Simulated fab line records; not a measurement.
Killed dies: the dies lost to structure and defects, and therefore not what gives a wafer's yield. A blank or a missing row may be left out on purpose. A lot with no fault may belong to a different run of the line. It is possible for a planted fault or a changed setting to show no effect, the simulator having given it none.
The tool behind it: which one? | flow gf180mcu | 11 lots with 33 wafers sampled at 2 steps, on a route of 602 steps

== WHAT EACH GAUGE READ, for each wafer ==
GF_HV_LDD_THK_MEAS_57.
lot  | measured     | on           | HV_LDD_CVD_56_THK (nm)
L412 | day 12 23:29 | filmMetro-03 | 90.2 91.1 90.9
L414 | day 13 18:06 | filmMetro-03 | 90.4 90.3 90.5
L415 | day 13 23:23 | filmMetro-01 | 87.8 88.7 88.0
L417 | day 14 14:35 | filmMetro-03 | 90.1 89.4 89.8
L419 | day 15 03:50 | filmMetro-04 | 89.9 89.6 90.2
L420 | day 15 17:25 | filmMetro-04 | 90.0 89.7 89.8
L421 | day 15 22:34 | filmMetro-01 | 89.7 89.6 90.2
L424 | day 16 21:13 | filmMetro-01 | 89.4 90.2 89.3
L427 | day 17 22:11 | filmMetro-03 | 90.2 90.4 90.9
L429 | day 18 13:37 | filmMetro-01 | 119.6 119.3 118.9 119.6 119.3 118.8
L430 | day 19 05:22 | filmMetro-03 | 119.1 118.6 119.1 119.1 118.5 119.1

== WHAT TOOL EACH LOT RAN ON (gives the tool, then ch and the chambers of the sampled wafers, and finally the start) ==
lot  | GF_HV_LDD_CVD_56
L412 | lpcvd-01 ch 1, day 12 22:03
L414 | lpcvd-01 ch 1, day 13 16:39
L415 | lpcvd-02 ch 0, day 13 21:57
L417 | lpcvd-02 ch 1, day 14 13:09
L419 | lpcvd-02 ch 0, day 15 02:24
L420 | lpcvd-01 ch 0, day 15 15:58
L421 | lpcvd-01 ch 1, day 15 21:09
L424 | lpcvd-02 ch 0, day 16 19:48
L427 | lpcvd-01 ch 0, day 17 20:43
L429 | lpcvd-01 ch 0, day 18 12:11
L430 | lpcvd-01 ch 0, day 19 03:55
- GF_HV_LDD_CVD_56: deposits Si3N4 from DCS/NH3, target thk 90 nm, time 1543 s.

== WHAT THE TOOLS THEMSELVES READ (means of the sampled wafers that have a number; where no wafer has one, the mark that the record gives instead) ==
GF_HV_LDD_CVD_56.
lot  | tool     | pressureMtorr (mTorr) | spikeTcBottomC (C) | spikeTcCentreC (C) | spikeTcLowerC (C) | spikeTcUpperC (C) | susceptorTempC (C)
L412 | lpcvd-01 | 250.3                 | 787.9              | 769.4              | 771.6             | 767.2             | 770.1
L414 | lpcvd-01 | 250.4                 | 788.5              | 770.7              | 770.7             | 767.9             | 770.0
L415 | lpcvd-02 | 249.4                 | 790.7              | 767.9              | 770.4             | 769.5             | 770.4
L417 | lpcvd-02 | 250.4                 | 788.3              | 770.0              | 771.8             | 771.5             | 769.9
L419 | lpcvd-02 | 249.7                 | 790.3              | 767.7              | 771.0             | 769.3             | 770.1
L420 | lpcvd-01 | 249.9                 | 786.5              | 767.8              | 773.6             | 769.2             | 770.0
L421 | lpcvd-01 | 249.4                 | 788.2              | 770.1              | 771.6             | 767.8             | 770.4
L424 | lpcvd-02 | 250.4                 | 790.3              | 767.7              | 770.7             | 769.4             | 770.2
L427 | lpcvd-01 | 249.9                 | 786.3              | 769.4              | 772.7             | 770.2             | 769.8
L429 | lpcvd-01 | 250.1                 | 801.1              | 784.2              | 787.7             | 785.5             | 770.0
L430 | lpcvd-01 | 250.3                 | 801.0              | 783.7              | 788.2             | 785.0             | 769.6

== THE ANSWER, worked out from the rows above alone ==
Rule: what is usual is taken from the lots themselves. The widest of any qualifying gaps counts: lots, ordered by their means at a reading, are off when they make up no more than a third of the lots, leave a main group of 4 or more, and stand apart from it by 3 or more times the standard deviation of that group's means. If all means in a main group match to the digits the tables above print for the reading, that group is not used. A lot without any number at a reading at which 4 lots or more have one is off too. Where the step has rows for the other lots, those lots are counted as sound. After the gauges, taken in route order, come the tools' own readings; for these a lot's mean is taken, as printed above. The first step at which some lot is off is used, and at that step the reading that is off furthest; a lot without a number counts as furthest.
Off: L429, L430, seen at GF_HV_LDD_THK_MEAS_57 (HV_LDD_CVD_56_THK). Mean 89.9 nm and standard deviation 0.7 in the main group.
A tool fits if, at a process step before that reading, it ran every lot that is off, and no sound lot after the first of them. Not tried: the gauges at GF_HV_LDD_THK_MEAS_57; whatever is off there is also off at GF_HV_LDD_CVD_56, on other tools, and gauge error can't account for it. One fits: GF_HV_LDD_CVD_56 on lpcvd-01. A fault onset in the window from L427 (day 17 20:43, its last sound lot) to L429 (day 18 12:11, its first lot off) fits.
The tool's own readings at GF_HV_LDD_CVD_56 bear it out: on the lots that are off they differ by more than 5 times the standard deviation of the sound lots' means. spikeTcBottomC reads 801.0 C there against 788.6 C on the sound lots; spikeTcCentreC reads 784.0 C there against 769.0 C on the sound lots; spikeTcLowerC reads 788.0 C there against 771.6 C on the sound lots; spikeTcUpperC reads 785.2 C there against 769.1 C on the sound lots.

== WHAT THE SIMULATOR HAD INSERTED ==
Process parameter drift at GF_HV_LDD_CVD_56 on lpcvd-01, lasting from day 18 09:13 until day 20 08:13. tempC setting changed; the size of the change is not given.
Shown lots that were struck: L429, L430. The rule above reached the same finding.
